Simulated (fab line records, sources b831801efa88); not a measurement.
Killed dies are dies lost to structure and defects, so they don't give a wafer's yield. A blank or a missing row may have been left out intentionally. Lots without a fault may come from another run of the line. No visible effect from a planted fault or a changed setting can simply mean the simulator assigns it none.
8D (eight disciplines) problem report, filled in by code -- flow gf180mcu -- the parts of the form that need people (team, actions taken, sign-off) are left out

== 1. WHAT WENT WRONG ==
M2_ALCU_RS at GF_M2_RS_MEAS_05 reads a mean of 0.0486 ohm/sq on 2 wafers of 1 lot; wafers without a fault read 0.0697 ohm/sq with a standard deviation of 0.00079. Relative to the usual mean, that is a shift of -27 standard deviations.
The step: measures by four-point-probe.
First seen on wafer L309.1, day 25 03:10, on film-metro-04. The record holds 35 wafers of 12 lots with a number at this step. Rule for "out" (also "out of limits"): further than 4 standard deviations from the usual mean. The other wafers with a number count as sound.

== 2. WHAT IT IS; WHAT IT IS NOT ==
question,is,is not
which readings at this step,M2_ALCU_RS,-
which lots,L309,"L289, L291, L292, L293, L295, L297, L298, L299, L301, L302, L312"
which wafers of those lots,all that have a number,-
read on which gauges,film-metro-04,"film-metro-01, film-metro-03"
when,from day 25 03:10,up to then (30 sound wafers); but 3 sound wafers of L312 came after

== 3. WHAT RULES OUT EACH SUSPECT ==
Counting: a tool at any process step up to the reading remains a suspect when it ran all the lots that are out and ran no sound lot after the first of those.
- ruled out: the gauge at GF_M2_RS_MEAS_05. All the wafers that are out were read on film-metro-04, but those of them that GF_PASSIVATION_PROBE_99 has rows for are out there too, on other tools.
- pvd-sputter-04 at GF_M2_SPUTTER_01 (material TiN, target thk 30 nm, time 25 s): kept. It ran the lot that is out, L309 (day 25 03:01), and no sound lot after that; its last sound lot up to then is L302 (day 23 00:07).
- pvd-sputter-04 at GF_M2_SPUTTER_02 (material AlCu, target thk 450 nm, time 23.9 s): kept. It ran the lot that is out, L309 (day 25 03:03), and no sound lot after that; its last sound lot up to then is L302 (day 23 00:08).
What counting leaves: pvd-sputter-04 at GF_M2_SPUTTER_01 and pvd-sputter-04 at GF_M2_SPUTTER_02.

== 4. THE CAUSE (what the simulator had put in) ==
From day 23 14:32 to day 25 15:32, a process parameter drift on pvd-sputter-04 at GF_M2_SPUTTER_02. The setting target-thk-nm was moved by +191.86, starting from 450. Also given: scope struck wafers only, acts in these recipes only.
Counting leaves 2 suspects; this tool is one of them.

== 5. THE CHAIN OF EFFECTS, in route order ==
Each row: a reading whose mean over the struck wafers that have a number lies more than 3 standard deviations from the usual. Only readings whose record carries a usual standard deviation are examined. hours: median over the lots of the time between each lot's start at the first step of this table that gives one and its start at this step. sigmas: the change, counted in usual standard deviations.
hours,step,reading,usual,on struck wafers,change,sigmas
0,GF_M2_RS_MEAS_05,M2_ALCU_RS,0.0697 ohm/sq,0.0486,-0.0210,-27
0,GF_M2_THK_MEAS_06,M2_ALCU_THK,452 nm,640,+188,+30
218,GF_PASSIVATION_PROBE_99,defect-limited-yield,90.4 %,0.9,-89.5,-60
218,GF_PASSIVATION_PROBE_99,killed_at_M0_to_M3,20,464,+444,+95
218,GF_PASSIVATION_PROBE_99,killed-dies,47,488,+440,+60
218,GF_PASSIVATION_PROBE_99,killed-on-rim,9,96,+87,+26
218,GF_PASSIVATION_PROBE_99,sort_bin_3_pad_short,0.46 %,90.44,+89.98,+99 or more
218,GF_PASSIVATION_PROBE_99,sort-n-pass,445,4,-440,-60
218,GF_PASSIVATION_PROBE_99,sort-yield-pct,90.4 %,0.9,-89.5,-60
Its process steps:
- GF_PASSIVATION_PROBE_99
Later steps that measure or inspect, where all struck wafers having a row at the step show a number for every such reading and not one has moved that far: GF_M2_OVL_MEAS_15.

== 6. WHAT WOULD HAVE CAUGHT IT SOONER ==
Counted from the fault's start at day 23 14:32, it took 37 hours until the first out-of-limits reading at a measuring or inspecting step in this record, taken at day 25 03:10.
No tool reading at GF_M2_SPUTTER_02 that has a usual standard deviation in the record was out on any struck wafer, so an alarm limit of 4 standard deviations on those readings would not have fired.
By day 25 03:10 the whole set of lots that are out, 1 in number, had already begun GF_M2_SPUTTER_02 on pvd-sputter-04. Holding the tool at that point would not have protected any of them.
